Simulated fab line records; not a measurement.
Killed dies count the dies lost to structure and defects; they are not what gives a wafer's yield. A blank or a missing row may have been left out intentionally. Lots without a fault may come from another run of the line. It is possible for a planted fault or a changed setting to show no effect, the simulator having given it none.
Problem report, 8D (eight disciplines) form, completed by code || flow gf180mcu || the parts of the form that need people (team, actions taken, sign-off) are left out

## 1. THE ISSUE
Wafers without a fault read 229.8 nm, standard deviation 1; cd_nm at GF_M1_CD_MEAS_14 reads a mean of 177.6 nm on 4 wafers belonging to 3 lots. That puts it -52 standard deviations away from the usual mean.
The step: target cd 230 nm.
Earliest sighting: wafer L396.1 on cd_sem-02 at day 20 15:15. The record holds 37 wafers of 13 lots with a number at this step. The rule behind "out" and "out of limits": a value lying over 4 standard deviations away from the usual mean. All remaining wafers that have a number are taken as sound.

## 2. WHAT IT IS, WHAT IT ISN'T
{"question": "which readings at this step", "is": "cd_nm", "is not": "-"}
{"question": "which lots", "is": "L396, L397, L399", "is not": "L387, L388, L390, L401, L405, L406, L407, L408, L409, L410"}
{"question": "which wafers of those lots", "is": "L396.1, L396.5, L397.1, L399.5", "is not": "L397.3, L397.4, L399.4"}
{"question": "read on which gauges", "is": "cd_sem-01, cd_sem-02", "is not": "-"}
{"question": "when", "is": "from day 20 15:15", "is not": "up to then (9 sound wafers); but 24 sound wafers of L397, L399, L401, L405, L406, L407, L408, L409, L410 came after"}

## 3. THE SUSPECTS, EACH WITH WHAT RULES IT OUT
Counting: if a tool at a process step up to the reading ran every lot that is out, it stays a suspect. Sound lots after the first of them don't rule it out here, since some wafers of a struck lot are sound.
- the gauge at GF_M1_CD_MEAS_14: ruled out. 2 gauges (cd_sem-01, cd_sem-02) read the wafers that are out.
- krf_scanner-02 at GF_M1_EXPOSE_11 (exposes mask Metal1, target cd 230 nm): kept. It processed each lot that is out (first: L396, day 20 03:16); up to then, its last sound lot is L390 (day 17 13:38).
Left after counting: krf_scanner-02 at GF_M1_EXPOSE_11.

## 4. THE CAUSE (what the simulator had put in)
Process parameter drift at GF_M1_EXPOSE_11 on krf_scanner-02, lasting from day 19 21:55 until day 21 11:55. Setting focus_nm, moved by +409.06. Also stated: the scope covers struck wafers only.
Counting left only this tool.

## 5. THE EFFECT CHAIN, in route order
Rows list readings where the struck wafers' mean (over those with a number) sits beyond 3 standard deviations from the usual. Only readings whose record carries a usual standard deviation are examined. hours: median over the lots of the time between each lot's start at the first step of this table that gives one and its start at this step. sigmas: the change, counted in usual standard deviations.
{"hours": 0, "step": "GF_M1_CD_MEAS_14", "reading": "cd_nm", "usual": "229.8 nm", "on struck wafers": 177.6, "change": -52.2, "sigmas": -52}
{"hours": 263, "step": "GF_PASSIVATION_PROBE_99", "reading": "defect_limited_yield", "usual": "90.5 %", "on struck wafers": 5.5, "change": -85.0, "sigmas": -57}
{"hours": 263, "step": "GF_PASSIVATION_PROBE_99", "reading": "killed_at_M0_to_M3", "usual": 20, "on struck wafers": 441, "change": "+421", "sigmas": "+90"}
{"hours": 263, "step": "GF_PASSIVATION_PROBE_99", "reading": "killed_dies", "usual": 47, "on struck wafers": 465, "change": "+418", "sigmas": "+58"}
{"hours": 263, "step": "GF_PASSIVATION_PROBE_99", "reading": "killed_on_rim", "usual": 9.1, "on struck wafers": 76.0, "change": "+66.9", "sigmas": "+24"}
{"hours": 263, "step": "GF_PASSIVATION_PROBE_99", "reading": "sort_bin_5_function", "usual": "5.5 %", "on struck wafers": 90.2, "change": "+84.7", "sigmas": "+77"}
{"hours": 263, "step": "GF_PASSIVATION_PROBE_99", "reading": "sort_n_pass", "usual": 445, "on struck wafers": 27, "change": -418, "sigmas": -58}
{"hours": 263, "step": "GF_PASSIVATION_PROBE_99", "reading": "sort_yield_pct", "usual": "90.5 %", "on struck wafers": 5.5, "change": -85.0, "sigmas": -57}
Process steps it contains:
- GF_PASSIVATION_PROBE_99

## 6. HOW IT WOULD HAVE BEEN CAUGHT EARLIER
In this record the first reading out of limits at a measuring or inspecting step was taken at day 20 15:15, 17 hours after the fault began at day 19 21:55.
Of the tool readings at GF_M1_EXPOSE_11 for which the record gives a usual standard deviation, none was out on any struck wafer, so an alarm limit of 4 standard deviations on them would not have fired.
Among the 3 lots that are out, L397, L399 began GF_M1_EXPOSE_11 on krf_scanner-02 after day 20 15:15. A hold on the tool at that time would have spared those 2.
